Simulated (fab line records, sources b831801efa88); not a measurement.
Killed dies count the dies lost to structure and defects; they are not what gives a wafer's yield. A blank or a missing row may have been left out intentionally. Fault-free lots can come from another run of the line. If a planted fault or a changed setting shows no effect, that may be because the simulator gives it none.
fab line records -- flow sky130
record lots=14, wafers=42, last_day=50
route steps=708 shown NWELL@65 PAD_OPEN@708
lots that met no fault: taken from a fault-free run of the same line
start_h: hours from the record's opening day to when the first of the lot's shown wafers began -- wait_h: hours since the lot's step before -- " same as the row above -- L1.1+2: one row covering several wafers at once -- - no value, or no start was given -- * or withheld: withheld -- < > ~ a bound
route shown NAME@n: NAME is a module with steps in the file, n the number in the route of the first one -- usual: mean/standard deviation taken from wafers without a fault -- same: alike in all rows -- chamber/n: place in a boat -- sites: per-site readings -- _std_site: the standard deviation of these -- _edge_site: mean of outer sites minus mean of inner sites -- radius_mm: for every site, how far away it sits from the centre of the wafer -- mask NAME#n: copy n -- behind: the last tool/chamber to shape the wafer -- hold: what put the lot on hold/how long, in hours/how the hold closed -- device: the n, p or np transistor that did not switch -- end of line: at the end of the route, the tests of the same wafers -- a step given without rows: its recipe and nothing more -- killed: dies that structure and defects cost at the first sort, which is not the same as the wafer's yield -- map: a wafer's dies, marking killed ones x, the rest . and places with no die _
set.NAME: the setting as run; set.NAME@STEP: as run at that earlier step -- model.NAME: the simulator's own value behind a step, which no gauge read
route steps across a sampled set of lots; one table per step, one row per wafer
services: a tool's chamber out of use, with start hour (start_h, from the record's first day; less than 0 if before it), hours out, and reason
## steps
# step SKY_NWELL_IMPLANT_12
# recipe species=P, energy_kev=120, dose_cm2=1.3e+12, tilt_deg=withheld
# usual beam_energy_keV=120.01/0.039, dose_ions_cm2=1.2997e+12/1.6e+09
lot.wafer,tool,chamber,start_h,wait_h,beam_energy_keV,dose_ions_cm2
L919.2,implanter-04,0,91.34,0.1,119.99,1.3011e+12
L919.5,implanter-04,0,91.34,0.1,120.05,1.3007e+12
L919.6,implanter-04,0,91.34,0.1,120.03,1.3014e+12
L921.3,implanter-03,0,96.78,0.1,120.08,1.2981e+12
L921.4,implanter-03,0,96.78,0.1,119.97,1.2985e+12
L921.5,implanter-03,0,96.78,0.1,120.01,1.2971e+12
L923.1,implanter-03,0,112.25,0.1,120.08,1.2984e+12
L923.4,implanter-03,0,112.25,0.1,120.01,1.298e+12
L923.6,implanter-03,0,112.25,0.1,120.02,1.2985e+12
L924.1,implanter-02,0,116.88,0.1,119.94,1.2967e+12
L924.2,implanter-02,0,116.88,0.1,120.00,1.2972e+12
L924.3,implanter-02,0,116.88,0.1,119.98,1.2969e+12
L925.3,implanter-03,0,126.46,0.1,120.01,1.2982e+12
L925.4,implanter-03,0,126.46,0.1,120.00,1.2971e+12
L925.6,implanter-03,0,126.46,0.1,120.01,1.2977e+12
L926.1,implanter-04,0,132.71,0.1,119.98,1.2987e+12
L926.4,implanter-04,0,132.71,0.1,120.03,1.3011e+12
L926.5,implanter-04,0,132.71,0.1,119.98,1.2962e+12
L927.1,implanter-03,0,132.78,0.1,120.01,1.3025e+12
L927.3,implanter-03,0,132.78,0.1,120.00,1.3006e+12
L927.6,implanter-03,0,132.78,0.1,120.02,1.3019e+12
L929.1,implanter-02,0,149.55,0.1,120.00,1.3009e+12
L929.2,implanter-02,0,149.55,0.1,120.07,1.3001e+12
L929.6,implanter-02,0,149.55,0.1,120.06,1.2999e+12
L930.2,implanter-04,0,153.02,0.1,119.99,1.3019e+12
L930.3,implanter-04,0,153.02,0.1,119.97,1.3001e+12
L930.4,implanter-04,0,153.02,0.1,120.03,1.2996e+12
L931.1,implanter-02,0,154.60,0.1,119.98,1.3003e+12
L931.3,implanter-02,0,154.60,0.1,119.99,1.3e+12
L931.4,implanter-02,0,154.60,0.1,120.04,1.2988e+12
L933.2,implanter-02,0,171.59,0.1,119.94,1.2986e+12
L933.3,implanter-02,0,171.59,0.1,119.97,1.3019e+12
L933.4,implanter-02,0,171.59,0.1,119.96,1.2982e+12
L934.1,implanter-03,0,180.73,0.1,114.83,1.3015e+12
L934.4,implanter-03,0,180.73,0.1,114.82,1.3e+12
L934.5,implanter-03,0,180.73,0.1,114.85,1.3e+12
L938.1,implanter-03,0,195.81,0.1,114.75,1.2982e+12
L938.3,implanter-03,0,195.81,0.1,114.78,1.3017e+12
L938.6,implanter-03,0,195.81,0.1,114.78,1.2999e+12
L942.1,implanter-04,0,222.03,0.1,120.01,1.2983e+12
L942.4,implanter-04,0,222.03,0.1,120.00,1.2998e+12
L942.6,implanter-04,0,222.03,0.1,120.03,1.2989e+12
# step SKY_PAD_OPEN_PROBE_99
# usual killed_at_M0_to_M3=44/7.9, killed_at_M4_up=3.1/1.9, killed_at_contacts=24/4.6, killed_at_front_end=16/4.9, killed_at_other=0.3/0.6, killed_dies=87/9.7, killed_on_rim=17/3.7, killed_open=48/7.2, killed_short=39/5.6
# same gross_dies=492, killed_at_back_side=0
lot.wafer,tool,chamber,start_h,wait_h,killed_at_M0_to_M3,killed_at_M4_up,killed_at_contacts,killed_at_front_end,killed_at_other,killed_dies,killed_on_rim,killed_open,killed_short
L919.2,prober-02,-,1070.44,0.1,42,2,23,18,0,85,14,50,35
L919.5,prober-02,-,1070.59,0.2,45,2,29,25,0,101,22,58,43
L919.6,prober-02,-,1070.64,0.2,52,3,32,20,0,107,23,59,47
L921.3,prober-01,-,1074.86,0.2,43,4,31,12,0,90,19,58,31
L921.4,prober-01,-,1074.91,0.2,35,1,25,17,1,79,17,45,34
L921.5,prober-01,-,1074.96,0.2,35,3,28,14,0,80,18,51,27
L923.1,prober-02,-,1097.03,0.1,50,5,32,16,0,103,19,56,47
L923.4,prober-02,-,1097.18,0.2,65,2,18,11,1,97,22,57,40
L923.6,prober-02,-,1097.28,0.2,63,2,20,17,0,102,17,58,44
L924.1,prober-01,-,1101.38,0.1,47,1,39,11,0,98,18,57,41
L924.2,prober-01,-,1101.43,0.1,39,3,19,14,0,75,10,41,34
L924.3,prober-01,-,1101.48,0.2,48,2,31,9,0,90,18,50,40
L925.3,prober-02,-,1110.48,0.2,39,2,25,14,0,80,20,47,31
L925.4,prober-02,-,1110.53,0.2,37,0,20,16,0,73,17,42,31
L925.6,prober-02,-,1110.63,0.2,41,13,30,14,1,99,17,54,45
L927.1,prober-01,-,1116.63,0.1,49,4,26,13,0,92,20,56,36
L927.3,prober-01,-,1116.73,0.2,32,2,19,16,0,69,13,38,31
L927.6,prober-01,-,1116.88,0.2,32,3,27,14,0,76,15,45,31
L926.1,prober-02,-,1117.44,0.1,38,1,20,11,0,70,15,39,31
L926.4,prober-02,-,1117.59,0.2,28,3,26,29,0,86,20,44,40
L926.5,prober-02,-,1117.64,0.2,34,3,24,18,0,79,21,45,33
L929.1,prober-02,-,1131.71,0.1,35,1,28,14,0,78,16,50,28
L929.2,prober-02,-,1131.76,0.1,55,4,14,17,0,90,14,45,45
L929.6,prober-02,-,1131.96,0.2,52,4,22,18,0,96,16,49,47
L930.2,prober-01,-,1180.94,0.1,46,2,17,26,1,92,19,51,40
L930.3,prober-01,-,1180.99,0.2,48,4,31,20,2,105,22,67,37
L930.4,prober-01,-,1181.04,0.2,45,5,25,23,1,99,19,55,43
L931.1,prober-02,-,1184.29,0.1,42,2,29,22,2,97,27,51,45
L931.3,prober-02,-,1184.39,0.2,45,3,30,20,0,98,28,55,43
L931.4,prober-02,-,1184.44,0.2,36,4,23,14,0,77,15,42,35
L934.1,prober-01,-,1186.24,0.1,32,4,20,14,0,70,16,37,33
L934.4,prober-01,-,1186.39,0.2,46,3,19,16,0,84,17,48,36
L934.5,prober-01,-,1186.44,0.2,54,3,24,19,0,100,22,53,47
L933.2,prober-02,-,1187.43,0.1,35,3,16,20,0,74,17,36,38
L933.3,prober-02,-,1187.48,0.2,36,2,19,21,0,78,13,45,32
L933.4,prober-02,-,1187.53,0.2,36,5,23,15,0,79,15,46,33
L938.1,prober-01,-,1187.87,0.1,55,3,19,15,0,92,22,54,38
L938.3,prober-01,-,1187.97,0.2,35,0,23,28,1,87,19,46,41
L938.6,prober-01,-,1188.12,0.2,36,3,24,13,0,76,12,35,41
L942.1,prober-02,-,1193.83,0.1,46,4,28,18,2,98,23,56,41
L942.4,prober-02,-,1193.98,0.2,59,0,20,15,0,94,11,54,39
L942.6,prober-02,-,1194.08,0.2,32,2,22,16,0,72,15,37,35
# killed by level:class
L919.2 VIA1:geometric_particle:open=13 CONTACT:geometric_particle:open=10 VIA2:geometric_particle:open=6 VIA1:geometric_particle:short=6 VIA3:geometric_particle:open=5 FIELD_ISO:geometric_particle:open=4 LI_CONTACT:geometric_particle:open=4 CONTACT:geometric_particle:short=4
L919.5 VIA1:geometric_particle:open=13 LI_CONTACT:geometric_particle:open=11 FIELD_ISO:geometric_particle:open=8 CONTACT:geometric_particle:open=7 VIA3:geometric_particle:open=7 POLY_GATE:geometric_particle:short=6 METAL1:geometric_particle:short=6 POLY_GATE:geometric_particle:open=5
L919.6 CONTACT:geometric_particle:open=15 VIA1:geometric_particle:open=13 VIA1:geometric_particle:short=9 VIA2:geometric_particle:open=7 LI_CONTACT:geometric_particle:open=6 CONTACT:geometric_particle:short=6 METAL1:geometric_particle:short=6 VIA2:geometric_particle:short=6
L921.3 CONTACT:geometric_particle:open=15 VIA1:geometric_particle:open=13 LI_CONTACT:geometric_particle:open=10 VIA2:geometric_particle:open=8 METAL2:geometric_particle:short=6 POLY_GATE:geometric_particle:short=4 VIA3:geometric_particle:open=4 LI_CONTACT:geometric_particle:short=3
L921.4 VIA1:geometric_particle:open=11 CONTACT:geometric_particle:open=10 CONTACT:geometric_particle:short=7 VIA1:geometric_particle:short=5 POLY_GATE:geometric_particle:open=4 SPACER:geometric_particle:open=4 LI_CONTACT:geometric_particle:open=4 METAL2:geometric_particle:short=4
L921.5 CONTACT:geometric_particle:open=11 LI_CONTACT:geometric_particle:open=10 VIA1:geometric_particle:open=8 VIA3:geometric_particle:open=7 FIELD_ISO:geometric_particle:open=5 METAL1:geometric_particle:short=5 METAL2:geometric_particle:short=4 POLY_GATE:geometric_particle:open=3
L923.1 LI_CONTACT:geometric_particle:open=12 VIA2:geometric_particle:open=9 VIA1:geometric_particle:open=9 CONTACT:geometric_particle:open=9 METAL2:geometric_particle:short=7 METAL1:geometric_particle:short=6 FIELD_ISO:geometric_particle:short=5 FIELD_ISO:geometric_particle:open=5
L923.4 VIA1:geometric_particle:open=24 METAL2:geometric_particle:short=8 VIA2:geometric_particle:open=8 VIA1:geometric_particle:short=7 LI_CONTACT:geometric_particle:open=6 CONTACT:geometric_particle:short=5 VIA3:geometric_particle:open=5 POLY_GATE:geometric_particle:open=4
L923.6 VIA1:geometric_particle:open=20 VIA2:geometric_particle:open=10 VIA1:geometric_particle:short=8 LI_CONTACT:geometric_particle:open=7 VIA3:geometric_particle:open=7 METAL2:geometric_particle:short=6 FIELD_ISO:geometric_particle:short=5 FIELD_ISO:geometric_particle:open=4
L924.1 LI_CONTACT:geometric_particle:open=11 VIA1:geometric_particle:open=11 CONTACT:geometric_particle:short=8 CONTACT:geometric_particle:open=8 VIA3:geometric_particle:open=8 LI_CONTACT:geometric_particle:short=6 METAL2:geometric_particle:short=5 VIA2:geometric_particle:open=5
L924.2 VIA1:geometric_particle:open=10 CONTACT:geometric_particle:open=7 VIA3:geometric_particle:open=7 FIELD_ISO:geometric_particle:short=5 VIA2:geometric_particle:open=5 LOCAL_INTERCONNECT:geometric_particle:short=4 VIA1:geometric_particle:short=4 METAL3:geometric_particle:short=4
L924.3 CONTACT:geometric_particle:open=12 VIA1:geometric_particle:open=10 LI_CONTACT:geometric_particle:open=8 VIA2:geometric_particle:open=7 LI_CONTACT:geometric_particle:short=6 VIA1:geometric_particle:short=6 VIA3:geometric_particle:open=6 METAL3:geometric_particle:short=6
L925.3 VIA1:geometric_particle:open=14 CONTACT:geometric_particle:open=10 FIELD_ISO:geometric_particle:short=6 LI_CONTACT:geometric_particle:open=5 LOCAL_INTERCONNECT:geometric_particle:short=5 CONTACT:geometric_particle:short=5 VIA3:geometric_particle:open=5 VIA1:geometric_particle:short=4
L925.4 VIA1:geometric_particle:open=10 POLY_GATE:geometric_particle:open=6 LI_CONTACT:geometric_particle:open=6 VIA3:geometric_particle:open=6 VIA1:geometric_particle:short=5 FIELD_ISO:geometric_particle:open=4 LOCAL_INTERCONNECT:geometric_particle:short=4 CONTACT:geometric_particle:open=4
L925.6 CONTACT:geometric_particle:open=14 METAL4:geometric_particle:short=10 VIA1:geometric_particle:open=9 CONTACT:geometric_particle:short=7 VIA3:geometric_particle:open=7 LI_CONTACT:geometric_particle:open=6 METAL2:geometric_particle:short=5 VIA3:geometric_particle:short=5
L927.1 VIA1:geometric_particle:open=13 LI_CONTACT:geometric_particle:open=9 CONTACT:geometric_particle:open=6 VIA2:geometric_particle:open=6 POLY_GATE:geometric_particle:open=5 CONTACT:geometric_particle:short=5 VIA2:geometric_particle:short=5 VIA3:geometric_particle:short=5
L927.3 VIA3:geometric_particle:open=9 VIA1:geometric_particle:open=8 CONTACT:geometric_particle:open=7 VIA2:geometric_particle:short=7 POLY_GATE:geometric_particle:short=7 LI_CONTACT:geometric_particle:open=5 POLY_GATE:geometric_particle:open=3 SPACER:geometric_particle:short=3
L927.6 CONTACT:geometric_particle:open=9 VIA3:geometric_particle:open=9 LI_CONTACT:geometric_particle:open=8 VIA1:geometric_particle:open=6 LOCAL_INTERCONNECT:geometric_particle:short=5 FIELD_ISO:geometric_particle:short=4 POLY_GATE:geometric_particle:short=4 VIA2:geometric_particle:open=4
L926.1 VIA3:geometric_particle:open=8 LI_CONTACT:geometric_particle:open=8 CONTACT:geometric_particle:open=7 METAL1:geometric_particle:short=6 POLY_GATE:geometric_particle:short=5 VIA2:geometric_particle:open=5 VIA1:geometric_particle:open=4 METAL3:geometric_particle:short=4
L926.4 FIELD_ISO:geometric_particle:short=10 CONTACT:geometric_particle:open=10 POLY_GATE:geometric_particle:short=6 POLY_GATE:geometric_particle:open=6 VIA3:geometric_particle:open=6 LI_CONTACT:geometric_particle:open=5 METAL2:geometric_particle:short=5 VIA1:geometric_particle:open=5
L926.5 CONTACT:geometric_particle:open=9 VIA2:geometric_particle:open=7 CONTACT:geometric_particle:short=7 VIA3:geometric_particle:open=7 FIELD_ISO:geometric_particle:open=6 VIA1:geometric_particle:open=6 LI_CONTACT:geometric_particle:open=5 FIELD_ISO:geometric_particle:short=4
L929.1 VIA1:geometric_particle:open=11 CONTACT:geometric_particle:open=10 LI_CONTACT:geometric_particle:open=8 METAL1:geometric_particle:short=8 FIELD_ISO:geometric_particle:open=7 CONTACT:geometric_particle:short=4 VIA3:geometric_particle:open=4 SPACER:geometric_particle:open=3
L929.2 VIA1:geometric_particle:open=15 METAL1:geometric_particle:short=10 VIA2:geometric_particle:open=9 CONTACT:geometric_particle:open=6 METAL2:geometric_particle:short=5 FIELD_ISO:geometric_particle:open=4 VIA1:geometric_particle:short=4 VIA3:geometric_particle:short=4
L929.6 VIA1:geometric_particle:open=15 VIA3:geometric_particle:open=8 VIA2:geometric_particle:open=8 POLY_GATE:geometric_particle:short=7 VIA1:geometric_particle:short=6 LI_CONTACT:geometric_particle:short=5 CONTACT:geometric_particle:short=5 CONTACT:geometric_particle:open=5
L930.2 VIA1:geometric_particle:open=14 VIA3:geometric_particle:open=10 FIELD_ISO:geometric_particle:short=7 POLY_GATE:geometric_particle:open=6 POLY_GATE:geometric_particle:short=6 CONTACT:geometric_particle:open=6 VIA1:geometric_particle:short=5 VIA2:geometric_particle:open=5
L930.3 CONTACT:geometric_particle:open=13 VIA3:geometric_particle:open=11 VIA2:geometric_particle:open=9 LI_CONTACT:geometric_particle:open=8 VIA1:geometric_particle:open=8 VIA1:geometric_particle:short=6 POLY_GATE:geometric_particle:short=5 CONTACT:geometric_particle:short=5
L930.4 VIA1:geometric_particle:open=10 CONTACT:geometric_particle:open=9 VIA2:geometric_particle:open=9 LI_CONTACT:geometric_particle:open=7 VIA3:geometric_particle:open=7 METAL2:geometric_particle:short=6 POLY_GATE:geometric_particle:open=5 POLY_GATE:geometric_particle:short=5
L931.1 VIA1:geometric_particle:open=13 CONTACT:geometric_particle:open=8 LI_CONTACT:geometric_particle:open=7 LI_CONTACT:geometric_particle:short=6 FIELD_ISO:geometric_particle:open=5 FIELD_ISO:geometric_particle:short=5 POLY_GATE:geometric_particle:open=4 POLY_GATE:geometric_particle:short=4
L931.3 VIA1:geometric_particle:open=10 CONTACT:geometric_particle:open=9 LI_CONTACT:geometric_particle:open=8 POLY_GATE:geometric_particle:open=6 METAL1:geometric_particle:short=6 VIA3:geometric_particle:open=6 VIA2:geometric_particle:open=5 SPACER:geometric_particle:open=4
L931.4 VIA1:geometric_particle:open=9 CONTACT:geometric_particle:open=7 VIA2:geometric_particle:open=6 FIELD_ISO:geometric_particle:open=5 POLY_GATE:geometric_particle:short=5 LI_CONTACT:geometric_particle:short=5 LI_CONTACT:geometric_particle:open=5 VIA1:geometric_particle:short=5
L934.1 VIA1:geometric_particle:open=9 CONTACT:geometric_particle:open=8 FIELD_ISO:geometric_particle:open=5 CONTACT:geometric_particle:short=5 METAL2:geometric_particle:short=5 FIELD_ISO:geometric_particle:short=4 LI_CONTACT:geometric_particle:open=4 METAL1:geometric_particle:short=4
L934.4 VIA1:geometric_particle:open=10 CONTACT:geometric_particle:open=9 VIA2:geometric_particle:open=7 METAL1:geometric_particle:short=6 VIA1:geometric_particle:short=6 FIELD_ISO:geometric_particle:open=5 LI_CONTACT:geometric_particle:open=4 METAL3:geometric_particle:short=4
L934.5 VIA1:geometric_particle:open=10 VIA3:geometric_particle:open=10 FIELD_ISO:geometric_particle:short=8 LI_CONTACT:geometric_particle:open=8 CONTACT:geometric_particle:open=8 METAL3:geometric_particle:short=6 FIELD_ISO:geometric_particle:open=5 METAL1:geometric_particle:short=4
L933.2 VIA3:geometric_particle:open=8 FIELD_ISO:geometric_particle:short=6 VIA1:geometric_particle:open=6 POLY_GATE:geometric_particle:short=5 LOCAL_INTERCONNECT:geometric_particle:short=5 CONTACT:geometric_particle:open=5 METAL2:geometric_particle:short=5 LI_CONTACT:geometric_particle:open=4
L933.3 VIA1:geometric_particle:open=14 LOCAL_INTERCONNECT:geometric_particle:short=8 VIA3:geometric_particle:open=7 FIELD_ISO:geometric_particle:open=6 FIELD_ISO:geometric_particle:short=6 LI_CONTACT:geometric_particle:open=6 POLY_GATE:geometric_particle:open=4 CONTACT:geometric_particle:open=4
L933.4 CONTACT:geometric_particle:open=9 VIA3:geometric_particle:open=8 LI_CONTACT:geometric_particle:open=6 METAL4:geometric_particle:short=5 FIELD_ISO:geometric_particle:open=4 LOCAL_INTERCONNECT:geometric_particle:short=4 VIA1:geometric_particle:short=4 VIA1:geometric_particle:open=4
L938.1 VIA2:geometric_particle:open=13 VIA1:geometric_particle:open=7 VIA3:geometric_particle:open=7 LI_CONTACT:geometric_particle:open=6 METAL2:geometric_particle:short=5 FIELD_ISO:geometric_particle:open=5 CONTACT:geometric_particle:open=5 METAL2:geometric_particle:open=5
L938.3 POLY_GATE:geometric_particle:short=10 VIA1:geometric_particle:open=9 LI_CONTACT:geometric_particle:open=7 CONTACT:geometric_particle:open=7 FIELD_ISO:geometric_particle:short=5 POLY_GATE:geometric_particle:open=5 VIA1:geometric_particle:short=5 VIA2:geometric_particle:open=4
L938.6 CONTACT:geometric_particle:open=8 LOCAL_INTERCONNECT:geometric_particle:short=7 VIA1:geometric_particle:open=6 VIA2:geometric_particle:open=5 METAL2:geometric_particle:short=5 FIELD_ISO:geometric_particle:short=4 POLY_GATE:geometric_particle:short=4 LI_CONTACT:geometric_particle:open=4
L942.1 VIA1:geometric_particle:open=14 CONTACT:geometric_particle:open=12 METAL2:geometric_particle:short=9 LI_CONTACT:geometric_particle:open=7 LOCAL_INTERCONNECT:geometric_particle:short=6 METAL1:geometric_particle:short=5 VIA2:geometric_particle:open=5 VIA3:geometric_particle:open=5
L942.4 VIA1:geometric_particle:open=22 VIA1:geometric_particle:short=9 VIA3:geometric_particle:open=7 CONTACT:geometric_particle:short=6 VIA2:geometric_particle:open=5 METAL2:geometric_particle:short=5 POLY_GATE:geometric_particle:short=4 LI_CONTACT:geometric_particle:open=4
L942.6 VIA1:geometric_particle:open=8 VIA3:geometric_particle:open=6 LOCAL_INTERCONNECT:geometric_particle:short=5 CONTACT:geometric_particle:short=5 METAL1:geometric_particle:short=5 LI_CONTACT:geometric_particle:open=4 CONTACT:geometric_particle:open=4 FIELD_ISO:geometric_particle:open=3
## services
tool,chamber,start_h,hours,kind
implanter-04,-,120.52,6.9,repair
implanter-02,-,141.45,7.0,pm
implanter-02,-,210.99,2.1,repair
implanter-04,-,214.41,2.9,repair
implanter-02,-,218.44,11.1,repair
## key
first_sign step=SKY_NWELL_IMPLANT_12, reading=beam_energy_keV, direction=down, sigmas=99+, usual=*, struck=*
effect none on later readings
met_at SKY_NWELL_IMPLANT_12
struck_lots L934,L938
tester_left_out L934,L938
onset_between 132.78 180.73
fault kind=process_parameter_drift, tool=implanter-03, chamber=-, onset_h=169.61, steps=SKY_NWELL_IMPLANT_12, channel=energy_kev, offset=*, shape=step, end_h=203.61, acts_in=*, stated=*
# tester_left_out: of these lots the tester's yield and bins aren't shown, on N5 and GAA mostly nor the transistor test; their killed dies are dies lost to structure and defects alone, not to doping, threshold or leakage, so they don't give the yield
